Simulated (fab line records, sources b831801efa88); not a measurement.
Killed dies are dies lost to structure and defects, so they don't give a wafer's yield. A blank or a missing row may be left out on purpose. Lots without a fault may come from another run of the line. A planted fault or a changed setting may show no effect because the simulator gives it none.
Which tool did it? | flow sky130 | 24 lots, 72 wafers sampled, at 6 steps of a route of 708

WHAT THE GAUGES READ, wafer by wafer
SKY_CONTACT_CD_MEAS_14: target cd 170 nm.
lot  | measured     | on        | cd_nm (nm)
L074 | day 31 07:47 | cd_sem-01 | 170.0 168.5 167.8
L075 | day 31 14:28 | cd_sem-01 | 168.8 169.6 167.5
L076 | day 31 17:52 | cd_sem-01 | 168.5 168.6 168.6
L077 | day 32 06:37 | cd_sem-01 | 168.1 169.3 169.1
L078 | day 32 12:50 | cd_sem-01 | 169.9 169.3 170.7
L079 | day 33 03:07 | cd_sem-02 | 169.3 169.2 170.9
L080 | day 33 06:43 | cd_sem-01 | 168.8 168.7 167.6
L081 | day 33 14:40 | cd_sem-01 | 169.0 169.4 170.1
L082 | day 33 21:46 | cd_sem-02 | 172.7 172.7 172.6
L083 | day 34 12:05 | cd_sem-01 | 169.4 167.5 169.1
L084 | day 34 20:44 | cd_sem-02 | 168.8 168.8 169.7
L085 | day 34 22:07 | cd_sem-02 | 169.9 169.3 170.9
L086 | day 35 06:21 | cd_sem-02 | 171.2 171.8 171.8
L087 | day 35 09:42 | cd_sem-01 | 166.4 167.3 169.0
L088 | day 35 20:04 | cd_sem-01 | 172.1 171.1 172.3
L089 | day 36 05:44 | cd_sem-01 | 167.5 169.2 167.3
L090 | day 36 12:16 | cd_sem-01 | 169.2 169.3 169.3
L091 | day 36 21:35 | cd_sem-01 | 167.1 169.0 166.8
L092 | day 37 11:17 | cd_sem-01 | 168.3 169.8 169.2
L094 | day 39 03:32 | cd_sem-02 | 170.0 170.0 171.2
L097 | day 39 03:51 | cd_sem-01 | 170.2 168.9 169.2
L095 | day 39 05:11 | cd_sem-02 | 171.3 171.3 170.6
L093 | day 39 07:17 | cd_sem-01 | 169.5 168.0 167.4
L096 | day 39 10:52 | cd_sem-02 | 168.3 167.9 168.4

SKY_VIA3_BOW_MEAS_03.
lot  | measured     | on            | VIA3_BOW (um)
L074 | day 38 08:19 | film_metro-03 | 77 84 85
L075 | day 38 14:35 | film_metro-03 | 82 87 78
L076 | day 38 19:23 | film_metro-02 | 79 75 74
L077 | day 39 06:41 | film_metro-03 | 72 83 76
L078 | day 39 11:24 | film_metro-02 | 76 83 70
L079 | day 40 01:26 | film_metro-02 | 83 85 83
L080 | day 40 03:10 | film_metro-02 | 74 93 71
L081 | day 40 12:23 | film_metro-03 | 79 80 77
L082 | day 40 17:50 | film_metro-02 | 88 84 97
L083 | day 41 07:44 | film_metro-04 | 79 66 75
L084 | day 41 16:23 | film_metro-04 | 95 99 90
L085 | day 41 17:32 | film_metro-02 | 81 72 90
L086 | day 41 23:22 | film_metro-03 | 85 81 78
L087 | day 42 03:37 | film_metro-02 | 69 65 87
L088 | day 42 13:31 | film_metro-04 | 85 81 71
L089 | day 42 21:02 | film_metro-02 | 75 82 75
L090 | day 43 03:20 | film_metro-03 | 83 80 84
L091 | day 43 09:01 | film_metro-02 | 91 80 71
L092 | day 43 22:02 | film_metro-04 | 81 96 79
L094 | day 45 09:29 | film_metro-04 | 73 78 80
L097 | day 45 11:05 | film_metro-03 | 89 98 94
L095 | day 45 11:38 | film_metro-04 | 82 85 64
L093 | day 45 13:40 | film_metro-02 | 66 73 65
L096 | day 45 17:19 | film_metro-04 | 66 76 79

SKY_METAL4_CD_MEAS_13: target cd 300 nm.
lot  | measured     | on        | cd_nm (nm)
L074 | day 41 12:16 | cd_sem-01 | 301.7 300.1 301.6
L075 | day 41 19:02 | cd_sem-02 | 298.9 300.1 298.8
L076 | day 41 23:15 | cd_sem-02 | 297.9 298.3 297.5
L077 | day 42 10:17 | cd_sem-02 | 297.5 299.2 299.2
L078 | day 42 13:11 | cd_sem-02 | 302.0 300.1 299.6
L079 | day 43 03:01 | cd_sem-02 | 298.6 298.3 297.2
L080 | day 43 05:02 | cd_sem-02 | 299.6 299.9 300.4
L081 | day 43 12:52 | cd_sem-01 | 299.3 299.7 300.0
L082 | day 43 17:44 | cd_sem-01 | 301.7 301.6 300.8
L083 | day 44 06:56 | cd_sem-02 | 298.9 298.8 299.7
L084 | day 44 14:45 | cd_sem-02 | 296.3 297.7 296.1
L085 | day 44 16:14 | cd_sem-01 | 301.4 302.3 301.1
L086 | day 44 21:48 | cd_sem-02 | 296.7 297.3 296.7
L087 | day 44 23:44 | cd_sem-02 | 301.2 300.9 299.2
L088 | day 45 10:22 | cd_sem-02 | 301.4 301.3 303.3
L089 | day 45 17:46 | cd_sem-02 | 299.8 299.3 298.9
L090 | day 45 22:59 | cd_sem-01 | 298.6 299.4 300.1
L091 | day 46 03:48 | cd_sem-01 | 300.9 300.7 301.4
L092 | day 46 16:03 | cd_sem-01 | 301.8 300.3 300.7
L094 | day 47 22:47 | cd_sem-01 | 300.7 298.9 297.8
L097 | day 48 00:55 | cd_sem-01 | 299.6 299.9 299.3
L095 | day 48 01:37 | cd_sem-02 | 301.9 302.0 301.5
L093 | day 48 02:47 | cd_sem-01 | 299.2 298.7 298.7
L096 | day 48 07:27 | cd_sem-01 | 301.0 300.0 300.8

WHICH TOOL RAN EACH LOT (tool, then ch and the chambers of the sampled wafers, then the start)
lot  | SKY_SD_P_STRIP_10                    | SKY_CONTACT_SPUTTER_23       | SKY_METAL1_SPUTTER_02
L074 | plasma_asher-01 ch 0,1, day 25 03:23 | pvd_sputter-04, day 31 08:38 | pvd_sputter-03, day 31 09:20
L075 | plasma_asher-04 ch 0,1, day 25 10:59 | pvd_sputter-01, day 31 15:19 | pvd_sputter-03, day 31 16:01
L076 | plasma_asher-04 ch 0,1, day 25 15:10 | pvd_sputter-04, day 31 18:44 | pvd_sputter-02, day 31 19:26
L077 | plasma_asher-01 ch 0,1, day 26 03:17 | pvd_sputter-01, day 32 07:30 | pvd_sputter-02, day 32 08:12
L078 | plasma_asher-01 ch 0,1, day 26 12:38 | pvd_sputter-01, day 32 13:45 | pvd_sputter-03, day 32 14:27
L079 | plasma_asher-01 ch 0,1, day 27 05:19 | pvd_sputter-04, day 33 03:59 | pvd_sputter-01, day 33 04:41
L080 | plasma_asher-02 ch 0,1, day 27 05:37 | pvd_sputter-04, day 33 07:37 | pvd_sputter-02, day 33 08:19
L081 | plasma_asher-01 ch 0,1, day 27 14:41 | pvd_sputter-03, day 33 15:32 | pvd_sputter-02, day 33 16:14
L082 | plasma_asher-04 ch 0,1, day 27 22:46 | pvd_sputter-03, day 33 22:38 | pvd_sputter-02, day 33 23:20
L083 | plasma_asher-04 ch 0,1, day 28 12:02 | pvd_sputter-01, day 34 12:59 | pvd_sputter-02, day 34 13:41
L084 | plasma_asher-04 ch 0,1, day 29 00:08 | pvd_sputter-01, day 34 21:37 | pvd_sputter-03, day 34 22:19
L085 | plasma_asher-02 ch 0,1, day 29 01:44 | pvd_sputter-04, day 34 23:00 | pvd_sputter-01, day 34 23:42
L086 | plasma_asher-04 ch 0,1, day 29 09:08 | pvd_sputter-04, day 35 07:15 | pvd_sputter-01, day 35 07:57
L087 | plasma_asher-02 ch 0,1, day 29 14:56 | pvd_sputter-04, day 35 10:37 | pvd_sputter-02, day 35 11:19
L088 | plasma_asher-01 ch 0,1, day 30 01:22 | pvd_sputter-03, day 35 20:57 | pvd_sputter-01, day 35 21:39
L089 | plasma_asher-04 ch 0, day 30 12:22   | pvd_sputter-01, day 36 06:37 | pvd_sputter-02, day 36 07:19
L090 | plasma_asher-01 ch 0,1, day 30 15:58 | pvd_sputter-01, day 36 13:09 | pvd_sputter-03, day 36 13:51
L091 | plasma_asher-01 ch 0,1, day 31 03:55 | pvd_sputter-04, day 36 22:27 | pvd_sputter-03, day 36 23:09
L092 | plasma_asher-04 ch 0,1, day 31 19:13 | pvd_sputter-03, day 37 12:09 | pvd_sputter-02, day 37 12:51
L094 | plasma_asher-04 ch 0,1, day 33 13:41 | pvd_sputter-01, day 39 04:23 | pvd_sputter-02, day 39 05:43
L097 | plasma_asher-02 ch 0,1, day 33 14:16 | pvd_sputter-03, day 39 04:46 | pvd_sputter-01, day 39 06:01
L095 | plasma_asher-04 ch 0,1, day 33 14:35 | pvd_sputter-04, day 39 06:06 | pvd_sputter-01, day 39 07:02
L093 | plasma_asher-01 ch 0,1, day 33 15:47 | pvd_sputter-03, day 39 08:10 | pvd_sputter-02, day 39 08:52
L096 | plasma_asher-01 ch 0,1, day 33 20:38 | pvd_sputter-01, day 39 11:45 | pvd_sputter-01, day 39 12:27
- SKY_SD_P_STRIP_10: strips in O2/N2.
- SKY_CONTACT_SPUTTER_23: material TiN, target thk 20 nm, time 80 s.
- SKY_METAL1_SPUTTER_02: material AlCu, target thk 250 nm, time 13.3 s.

WHAT THE TOOLS THEMSELVES READ (means of the sampled wafers that have a number; where no wafer has one, the mark that the record gives instead)
SKY_SD_P_STRIP_10.
lot  | tool            | drypump_motor_current_A (A) | oes_product_au (a.u.) | strip_time_to_endpoint_s (s)
L074 | plasma_asher-01 | 6.3                         | 0.622                 | 17.52
L075 | plasma_asher-04 | 5.7                         | 0.619                 | 17.47
L076 | plasma_asher-04 | 5.7                         | 0.621                 | 17.47
L077 | plasma_asher-01 | 6.0                         | 0.613                 | 17.46
L078 | plasma_asher-01 | 6.3                         | 0.622                 | 17.49
L079 | plasma_asher-01 | 6.3                         | 0.618                 | 17.50
L080 | plasma_asher-02 | 6.1                         | 0.619                 | 17.56
L081 | plasma_asher-01 | 6.2                         | 0.619                 | 17.46
L082 | plasma_asher-04 | 6.1                         | 0.619                 | 17.50
L083 | plasma_asher-04 | 5.7                         | 0.623                 | 17.43
L084 | plasma_asher-04 | 5.7                         | 0.618                 | 17.52
L085 | plasma_asher-02 | 5.6                         | 0.617                 | 17.47
L086 | plasma_asher-04 | 5.7                         | 0.619                 | 17.45
L087 | plasma_asher-02 | 5.6                         | 0.620                 | 17.43
L088 | plasma_asher-01 | 6.3                         | 0.614                 | 17.50
L089 | plasma_asher-04 | 6.5                         | 0.623                 | 17.51
L090 | plasma_asher-01 | 6.0                         | 0.616                 | 17.42
L091 | plasma_asher-01 | 6.3                         | 0.616                 | 17.41
L092 | plasma_asher-04 | 6.1                         | 0.624                 | 17.40
L094 | plasma_asher-04 | 6.1                         | 0.616                 | 17.39
L097 | plasma_asher-02 | 6.1                         | 0.617                 | 17.46
L095 | plasma_asher-04 | 6.1                         | 0.621                 | 17.42
L093 | plasma_asher-01 | 6.3                         | 0.623                 | 17.44
L096 | plasma_asher-01 | 6.0                         | 0.623                 | 17.45

SKY_CONTACT_SPUTTER_23.
lot  | tool           | cathode_dc_power_W (W) | chamber_pressure_pa (Pa) | throttle_valve_pct (%)
L074 | pvd_sputter-04 | 4000.1                 | 4.986                    | 30.7
L075 | pvd_sputter-01 | 4000.0                 | 5.000                    | 30.6
L076 | pvd_sputter-04 | 4000.1                 | 4.995                    | 30.2
L077 | pvd_sputter-01 | 4000.3                 | 5.000                    | 30.9
L078 | pvd_sputter-01 | 4000.2                 | 5.008                    | 31.0
L079 | pvd_sputter-04 | 4000.1                 | 5.003                    | 30.8
L080 | pvd_sputter-04 | 4000.2                 | 4.996                    | 30.4
L081 | pvd_sputter-03 | 4000.2                 | 4.992                    | 30.4
L082 | pvd_sputter-03 | 4000.5                 | 5.005                    | 30.2
L083 | pvd_sputter-01 | 4000.6                 | 4.998                    | 30.9
L084 | pvd_sputter-01 | 4000.1                 | 4.992                    | 30.5
L085 | pvd_sputter-04 | 4000.1                 | 4.998                    | 30.4
L086 | pvd_sputter-04 | 4000.1                 | 5.001                    | 30.4
L087 | pvd_sputter-04 | 3999.7                 | 5.000                    | 30.4
L088 | pvd_sputter-03 | 3998.7                 | 4.999                    | 30.0
L089 | pvd_sputter-01 | 3999.7                 | 5.001                    | 30.3
L090 | pvd_sputter-01 | 3999.8                 | 5.006                    | 30.4
L091 | pvd_sputter-04 | 3999.3                 | 5.006                    | 30.4
L092 | pvd_sputter-03 | 4000.6                 | 4.999                    | 29.8
L094 | pvd_sputter-01 | 4000.5                 | 5.007                    | 30.3
L097 | pvd_sputter-03 | 3999.7                 | 5.005                    | 30.1
L095 | pvd_sputter-04 | 4000.5                 | 5.002                    | 29.7
L093 | pvd_sputter-03 | 4000.6                 | 4.992                    | 29.9
L096 | pvd_sputter-01 | 4000.8                 | 5.006                    | 30.1

SKY_METAL1_SPUTTER_02.
lot  | tool           | cathode_dc_power_W (W) | chamber_pressure_pa (Pa) | throttle_valve_pct (%)
L074 | pvd_sputter-03 | 10599                  | 0.3996                   | 29.8
L075 | pvd_sputter-03 | 10601                  | 0.3999                   | 29.9
L076 | pvd_sputter-02 | 10601                  | 0.4001                   | 30.0
L077 | pvd_sputter-02 | 10600                  | 0.4001                   | 30.6
L078 | pvd_sputter-03 | 10600                  | 0.3989                   | 30.2
L079 | pvd_sputter-01 | 10600                  | 0.3993                   | 30.9
L080 | pvd_sputter-02 | 10600                  | 0.4002                   | 30.5
L081 | pvd_sputter-02 | 10602                  | 0.4004                   | 29.6
L082 | pvd_sputter-02 | 10601                  | 0.4004                   | 30.3
L083 | pvd_sputter-02 | 10600                  | 0.3996                   | 30.6
L084 | pvd_sputter-03 | 10599                  | 0.4007                   | 30.0
L085 | pvd_sputter-01 | 10601                  | 0.3995                   | 30.5
L086 | pvd_sputter-01 | 10601                  | 0.3993                   | 31.1
L087 | pvd_sputter-02 | 10600                  | 0.4010                   | 29.3
L088 | pvd_sputter-01 | 10600                  | 0.3991                   | 30.3
L089 | pvd_sputter-02 | 10602                  | 0.3997                   | 30.0
L090 | pvd_sputter-03 | 10599                  | 0.3995                   | 29.8
L091 | pvd_sputter-03 | 10600                  | 0.4001                   | 30.0
L092 | pvd_sputter-02 | 10600                  | 0.3997                   | 30.4
L094 | pvd_sputter-02 | 10600                  | 0.4002                   | 31.1
L097 | pvd_sputter-01 | 10600                  | 0.4010                   | 30.4
L095 | pvd_sputter-01 | 10600                  | 0.4008                   | 29.6
L093 | pvd_sputter-02 | 10598                  | 0.4004                   | 30.1
L096 | pvd_sputter-01 | 10600                  | 0.4006                   | 30.2

THE ANSWER, worked out from the rows above alone
Rule: what is usual is taken from the lots themselves. Put in order of their means at a reading, lots are off if they are a third of the lots or fewer, leave a main group of 4 or more, and stand apart from it by a gap of 3 or more times the standard deviation of the main group's means; of several such gaps the widest counts. A main group whose means are all the same, to the digits that the tables above print for the reading, isn't used. A lot without any number at a reading at which 4 lots or more have one is off too. The other lots that the step has rows for count as sound. The gauges are gone through in route order, then the tools' own readings, and for those a lot's mean is taken as printed above. The first step at which some lot is off is used, and at that step the reading that is off furthest; a lot without a number counts as furthest.
No lot is off at any reading shown: from this, nothing can be told.

WHAT THE SIMULATOR HAD PUT IN
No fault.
